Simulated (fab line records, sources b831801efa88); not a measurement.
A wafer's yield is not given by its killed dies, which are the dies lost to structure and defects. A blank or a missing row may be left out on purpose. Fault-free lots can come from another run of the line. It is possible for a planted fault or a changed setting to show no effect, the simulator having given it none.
A struck lot beside a sound one + flow sky130 + 16 out of 708 route steps
Sound: these wafers, L875.2, L875.3, L875.6. Struck: wafers L887.1, L887.3, L887.6. The cause comes at the end.
For every step that has rows: the tool of each side, followed by ch and its chambers, followed by its first start. Under that, the readings that differ: sound wafers + struck wafers + difference of the means + sigmas: that difference in standard deviations of wafers without a fault.
alike: readings whose means differ by less than 2 such deviations, and words and numbers that are the same on both sides. not compared: withheld readings, readings that some wafer has no value for, bounds like >300 that may hide the same value, and numbers for which the record gives no deviation and whose values overlap.
The two part at a step that has a row with sigmas, a row that says differs or no value, or rows on one side only. Numbers that don't overlap but have no deviation are shown without sigmas and don't part them. A reading missing from all wafers of one side parts the sides only when that side holds two or more wafers.

SKY_LDD_HVP_TW_MEAS_10:
  sound on film metro-04 at day 25 00:12; struck on film metro-04 at day 27 17:53
  alike: LDD_HVP_TW
then, 7 steps without rows for these wafers: SKY_LDD_LDN_DEHYDRATE_00 (time 60 s); SKY_LDD_LDN_HMDS_01 (prime time 60 s); SKY_LDD_LDN_COAT_02 (resist thk 1140 nm); SKY_LDD_LDN_SOFTBAKE_03 (time 60 s); SKY_LDD_LDN_EXPOSE_04 (exposes mask LDNTM, target cd 700 nm); SKY_LDD_LDN_PEB_05; SKY_LDD_LDN_DEVELOP_06 (develop time 60 s).
SKY_LDD_LDN_OVL_MEAS_07:
  sound on overlay-02 at day 26 05:16; struck on overlay-01 at day 28 20:53
  alike: LDD_LDN_OVL
then, 3 steps without rows for these wafers: SKY_LDD_LDN_IMPLANT_08; SKY_LDD_LDN_IMPLANT_09; SKY_LDD_LDN_IMPLANT_10.
SKY_LDD_LDN_IMPLANT_11:
  sound on implanter-01 ch 0, day 26 05:46; struck on implanter-01, day 28 21:23
  no value came back on the struck wafers for beam energy keV, beam on s (s), dose ions cm2, implant ion amu; on the sound wafers beam energy keV reads 15.005 15.008 15.002
SKY_LDD_LDN_STRIP_12: strips in O2/N2.
  sound on plasma asher-02 ch 0,1, day 26 05:53; struck on plasma asher-04 ch 0,1, day 28 21:37
  alike: drypump motor current A, oes product au, strip time to endpoint s
  not compared: rf hours counter h
SKY_LDD_LDN_TW_MEAS_13:
  sound on film metro-03 at day 26 06:00; struck on film metro-04 at day 28 21:43
| reading    | sound          | struck         | difference | sigmas |
|------------|----------------|----------------|------------|--------|
| LDD_LDN_TW | 1474 1477 1476 | 1367 1370 1373 | -106       | -13    |
then, 1 step without rows for these wafers: SKY_LDD_LDN_CLEAN_14 (cleans in SC1/SC2, time 150 s).

## WHERE THEY PART
First at SKY_LDD_LDN_IMPLANT_11; last, within this record, at SKY_LDD_LDN_TW_MEAS_13.

WHY: what the simulator had put in
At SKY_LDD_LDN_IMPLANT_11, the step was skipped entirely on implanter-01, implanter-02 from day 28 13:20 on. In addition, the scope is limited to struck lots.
